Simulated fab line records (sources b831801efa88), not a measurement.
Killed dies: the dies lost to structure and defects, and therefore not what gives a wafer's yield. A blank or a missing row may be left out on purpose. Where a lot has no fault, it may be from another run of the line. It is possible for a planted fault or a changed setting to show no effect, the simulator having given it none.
Which tool is to blame? + flow gf180mcu + 14 lots (42 wafers sampled), 1 step of a 602-step route

## WHAT EACH GAUGE READ, for each wafer
GF_M1_CD_MEAS_14: the cd target is 230 nm.
| lot  | measured     | on        | cd-nm (nm)        |
|------|--------------|-----------|-------------------|
| L157 | day 18 00:22 | cd-sem-02 | 229.8 231.4 230.8 |
| L159 | day 18 19:47 | cd-sem-01 | 230.3 231.0 229.9 |
| L160 | day 19 05:02 | cd-sem-01 | 230.7 229.2 230.8 |
| L161 | day 19 10:38 | cd-sem-01 | 232.7 232.9 232.0 |
| L162 | day 20 03:14 | cd-sem-01 | 229.5 228.4 228.9 |
| L163 | day 20 12:30 | cd-sem-02 | 229.6 228.8 227.9 |
| L164 | day 20 23:05 | cd-sem-01 | 231.0 230.2 230.7 |
| L165 | day 21 04:07 | cd-sem-02 | 231.8 230.5 230.9 |
| L167 | day 21 20:28 | cd-sem-01 | 229.9 229.3 228.8 |
| L168 | day 22 06:28 | cd-sem-01 | 229.1 229.2 229.6 |
| L175 | day 24 11:43 | cd-sem-01 | 232.8 232.6 232.1 |
| L176 | day 24 21:53 | cd-sem-01 | 228.4 229.2 228.1 |
| L177 | day 25 02:40 | cd-sem-02 | 230.0 229.8 229.3 |
| L178 | day 25 10:29 | cd-sem-02 | 229.8 230.2 230.4 |

## EACH LOT AND THE TOOL THAT RAN IT (in order: tool; ch and the chambers of the sampled wafers; start)
The record shows no process step preceding these readings.

## WHAT THE TOOLS THEMSELVES READ (means of the sampled wafers that have a number; where no wafer has one, the mark that the record gives instead)
The record holds no such reading with a usual standard deviation.

## THE ANSWER, worked out from the rows above alone
Rule: usual is defined by the lots themselves. The widest of any qualifying gaps counts: lots, ordered by their means at a reading, are off when they make up no more than a third of the lots, leave a main group of 4 or more, and stand apart from it by 3 or more times the standard deviation of that group's means. Not used: any main group whose means are identical at the precision the tables above print for the reading. A lot without any number at a reading at which 4 lots or more have one is off too. All remaining lots with rows at the step are treated as sound. Order of review: gauges by route order, followed by the tools' own readings, for which a lot's mean as printed above is used. The first step at which some lot is off is used, and at that step the reading that is off furthest; a lot without a number counts as furthest.
Across all readings shown, no lot is off: no conclusion can be drawn from this.

## WHAT WAS PUT IN BY THE SIMULATOR
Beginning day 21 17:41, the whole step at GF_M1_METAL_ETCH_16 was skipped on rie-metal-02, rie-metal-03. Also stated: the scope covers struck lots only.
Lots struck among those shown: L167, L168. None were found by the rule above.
